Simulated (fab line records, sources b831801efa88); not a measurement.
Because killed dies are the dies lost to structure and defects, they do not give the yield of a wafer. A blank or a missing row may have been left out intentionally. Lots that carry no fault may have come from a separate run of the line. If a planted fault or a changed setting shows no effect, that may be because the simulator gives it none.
The tool behind it: which one?	flow sky130	14 lots with 42 wafers sampled at 2 steps, on a route of 708 steps

== WHAT THE GAUGES READ, wafer by wafer ==
No reading from a measuring or inspecting step in the record can be judged against a usual standard deviation.

== EACH LOT AND THE TOOL THAT RAN IT (in order: tool; ch and the chambers of the sampled wafers; start) ==
lot	SKY_NWELL_COAT_18	SKY_NWELL_STRIP_25
L123	lithoTrack-02 ch 0, day 5 06:26	plasmaAsher-01 ch 0,1, day 5 15:16
L124	lithoTrack-02 ch 0, day 5 15:25	plasmaAsher-01 ch 0, day 6 01:01
L126	lithoTrack-04 ch 0, day 6 02:15	plasmaAsher-03 ch 0,1, day 6 11:23
L127	lithoTrack-02 ch 0, day 6 07:04	plasmaAsher-04 ch 0,1, day 6 16:58
L129	lithoTrack-03 ch 0, day 6 16:17	plasmaAsher-03 ch 0,1, day 7 02:22
L130	lithoTrack-04 ch 0, day 7 01:10	plasmaAsher-04 ch 0,1, day 7 11:13
L132	lithoTrack-02 ch 0, day 7 12:20	plasmaAsher-03 ch 0,1, day 7 23:16
L133	lithoTrack-03 ch 0, day 7 16:28	plasmaAsher-01 ch 0,1, day 8 03:01
L135	lithoTrack-02 ch 0, day 8 02:19	plasmaAsher-04 ch 0,1, day 8 13:46
L136	lithoTrack-04 ch 0, day 8 08:58	plasmaAsher-03 ch 0,1, day 8 20:19
L140	lithoTrack-02 ch 0, day 9 11:32	plasmaAsher-01 ch 0,1, day 9 23:24
L141	lithoTrack-03 ch 0, day 9 22:35	plasmaAsher-03 ch 0,1, day 10 11:17
L144	lithoTrack-03 ch 0, day 10 18:34	plasmaAsher-01 ch 0,1, day 11 06:55
L145	lithoTrack-04 ch 0, day 11 02:45	plasmaAsher-01 ch 0,1, day 11 15:01
- SKY_NWELL_COAT_18: resist thk 3000 nm.
- SKY_NWELL_STRIP_25: strips in O2/N2.

== WHAT THE TOOLS THEMSELVES READ (means of the sampled wafers that have a number; where no wafer has one, the mark that the record gives instead) ==
SKY_NWELL_STRIP_25. Usual: drypumpMotorCurrentA 5.70 A, standard deviation 0.28; oesProductAu 0.723 a.u., standard deviation 0.0047; stripTimeToEndpointS 36.90 s, standard deviation 0.1.
lot	tool	drypumpMotorCurrentA (A)	oesProductAu (a.u.)	stripTimeToEndpointS (s)	flag
L123	plasmaAsher-01	5.91	0.717	36.88	
L124	plasmaAsher-01	5.49	0.725	36.95	
L126	plasmaAsher-03	5.78	0.727	36.75	
L127	plasmaAsher-04	5.42	0.724	36.87	
L129	plasmaAsher-03	5.62	0.717	36.86	
L130	plasmaAsher-04	5.41	0.723	36.78	
L132	plasmaAsher-03	5.62	0.724	37.02	
L133	plasmaAsher-01	5.89	0.722	36.85	
L135	plasmaAsher-04	5.56	0.725	36.84	
L136	plasmaAsher-03	5.64	0.726	37.02	
L140	plasmaAsher-01	5.68	0.725	36.93	
L141	plasmaAsher-03	5.78	0.697	11.19	OFF
L144	plasmaAsher-01	5.71	0.696	11.21	OFF
L145	plasmaAsher-01	5.69	0.725	36.92	

== THE ANSWER, worked out from the rows above alone ==
Rule: a lot is off if the mean of its wafers that have a number lies more than 3 standard deviations from the usual mean. Also off: a lot with no number at a reading for which 4 or more lots have one. Any other lot the step has rows for is counted as sound. First the gauges in route order, then the tools' own readings, where a lot's mean is used as printed above. At the first step where some lot is off, the reading lying furthest off is the one used; lots without a number count as furthest.
Off at SKY_NWELL_STRIP_25 (stripTimeToEndpointS): L141, L144.
A tool fits if, at that step or a process step before it, it ran every lot that is off, and no sound lot after the first of them. One candidate fits, namely lithoTrack-03 at SKY_NWELL_COAT_18. A fault onset in the window from L133 (day 7 16:28, its last sound lot) to L141 (day 9 22:35, its first lot off) fits.

== WHAT THE SIMULATOR PUT IN ==
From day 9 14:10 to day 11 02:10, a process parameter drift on lithoTrack-03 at SKY_NWELL_COAT_18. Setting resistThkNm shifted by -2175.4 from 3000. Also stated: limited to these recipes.
Shown lots that were struck: L141, L144. Same finding as the rule above.
